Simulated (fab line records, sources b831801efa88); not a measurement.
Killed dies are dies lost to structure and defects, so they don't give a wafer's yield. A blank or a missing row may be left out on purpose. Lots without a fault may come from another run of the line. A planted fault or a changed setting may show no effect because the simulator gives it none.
A struck lot beside a sound one | flow sky130 | 18 steps out of a route of 708
Sound: wafers L495.2, L495.4, L495.5. Struck: wafer L491.5. (L491.1, L491.4 of the same lot were not struck and are left out.) The cause comes at the end.
At each step with rows: each side's tool, then ch and its chambers, then its first start. Under that, the readings that differ: sound wafers | struck wafers | difference of the means | sigmas: that difference in standard deviations of wafers without a fault.
alike: readings whose means differ by less than 2 such deviations, and words and numbers that are the same on both sides. not compared: withheld readings, readings that some wafer has no value for, bounds like >300 that may hide the same value, and numbers for which the record gives no deviation and whose values overlap.
The two part at a step that has a row with sigmas, a row that says differs or no value, or rows on one side only. Numbers that don't overlap but have no deviation are shown without sigmas and don't part them. A reading that every wafer of one side lacks parts them only if that side has two wafers or more.

first, 3 steps without rows for these wafers: SKY_VIA2_EXPOSE_09 (exposes mask VIM2, target cd 200 nm); SKY_VIA2_PEB_10; SKY_VIA2_DEVELOP_11 (develop time 60 s).
SKY_VIA2_CD_MEAS_12: target cd 200 nm.
  sound on cd_sem-02, day 42 08:11; struck on cd_sem-01, day 40 22:59
  alike: cd_nm
SKY_VIA2_OVL_MEAS_13:
  sound on overlay-02, day 42 08:18; struck on overlay-02, day 40 23:07
  alike: VIA2_OVL
SKY_VIA2_ETCH_14: etches BARC in N2/H2, stops on SiO2, time 45.9 s, target depth 60 nm.
  sound on rie_diel-02 ch 0,2,3, day 42 08:20; struck on rie_diel-04 ch 2, day 40 23:09
  reading               | sound             | struck | difference | sigmas
  oes_product_au (a.u.) | 0.850 0.852 0.852 | 0.862  | +0.011     | +2
  alike: drypump_motor_current_A, throttle_valve_pct
  not compared: rf_hours_counter_h
SKY_VIA2_ETCH_15: etches SiO2 in C4F8/O2/Ar, stops on TiN, target depth 546 nm, time 84 s.
  sound on rie_diel-02 ch 0,2,3, day 42 08:22; struck on rie_diel-04 ch 2, day 40 23:11
  alike: oes_product_au
  not compared: rf_hours_counter_h
SKY_VIA2_STRIP_16: strips in O2/N2.
  sound on plasma_asher-03 ch 0,1, day 42 08:26; struck on plasma_asher-02 ch 1, day 40 23:16
  alike: drypump_motor_current_A, oes_product_au, strip_time_to_endpoint_s
  not compared: rf_hours_counter_h
then, 3 steps without rows for these wafers: SKY_VIA2_STRIP_17 (strips in post etch residue remover, time 1200 s); SKY_VIA2_CLEAN_18 (cleans in IPA, time 180 s); SKY_VIA2_CLEAN_19 (cleans in O3/DIW).
SKY_VIA2_SPUTTER_20: material TiN, target thk 20 nm, time 80 s.
  sound on pvd_sputter-02, day 42 09:02; struck on pvd_sputter-01, day 40 23:51
  alike: throttle_valve_pct
SKY_VIA2_CVD_21: deposits W, target thk 420 nm, time 126.4 s.
  sound on cvd_w-02 ch 0,1, day 42 09:05; struck on cvd_w-01 ch 0, day 40 23:55
  reading                            | sound             | struck | difference | sigmas
  model.W_of_VIA2_CVD_21.thk_nm (nm) | 414.3 412.1 410.9 | 306.9  | -105.5     |
  alike: heater_power_w
SKY_VIA2_RS_MEAS_22: measures by four-point-probe.
  sound on film_metro-03, day 42 09:14; struck on film_metro-02, day 41 00:02
  reading            | sound                | struck | difference | sigmas
  VIA2_W_RS (ohm/sq) | 0.2767 0.2774 0.2786 | 0.3741 | +0.0965    | +39
SKY_VIA2_THK_MEAS_23: measures by xrf.
  sound on film_metro-03, day 42 09:21; struck on film_metro-02, day 41 00:10
  reading         | sound       | struck | difference | sigmas
  VIA2_W_THK (nm) | 434 431 430 | 315    | -117       | -28
SKY_VIA2_CMP_24: polishes, stops on SiO2, t overpolish 20 s, target thk 0 nm.
  sound on cmp-02 ch 1,2, day 42 09:52; struck on cmp-02 ch 2, day 41 00:16
  reading                | sound       | struck | difference | sigmas
  time_to_endpoint_s (s) | 106 105 105 | 75     | -30        | -9
  alike: motor_current_A, retaining_ring_pressure_frac
SKY_METAL3_SPUTTER_00: material Ti, target thk 15 nm, time 10 s.
  sound on pvd_sputter-03, day 42 10:10; struck on pvd_sputter-02, day 41 00:31
  alike: throttle_valve_pct
then, 1 step without rows for these wafers: SKY_PAD_OPEN_PROBE_99.

WHERE THEY PART
First at SKY_VIA2_ETCH_14; last, within this record, at SKY_VIA2_CMP_24. Later steps at which nothing parts them and some readings are alike: SKY_METAL3_SPUTTER_00.

WHY: what the simulator had put in
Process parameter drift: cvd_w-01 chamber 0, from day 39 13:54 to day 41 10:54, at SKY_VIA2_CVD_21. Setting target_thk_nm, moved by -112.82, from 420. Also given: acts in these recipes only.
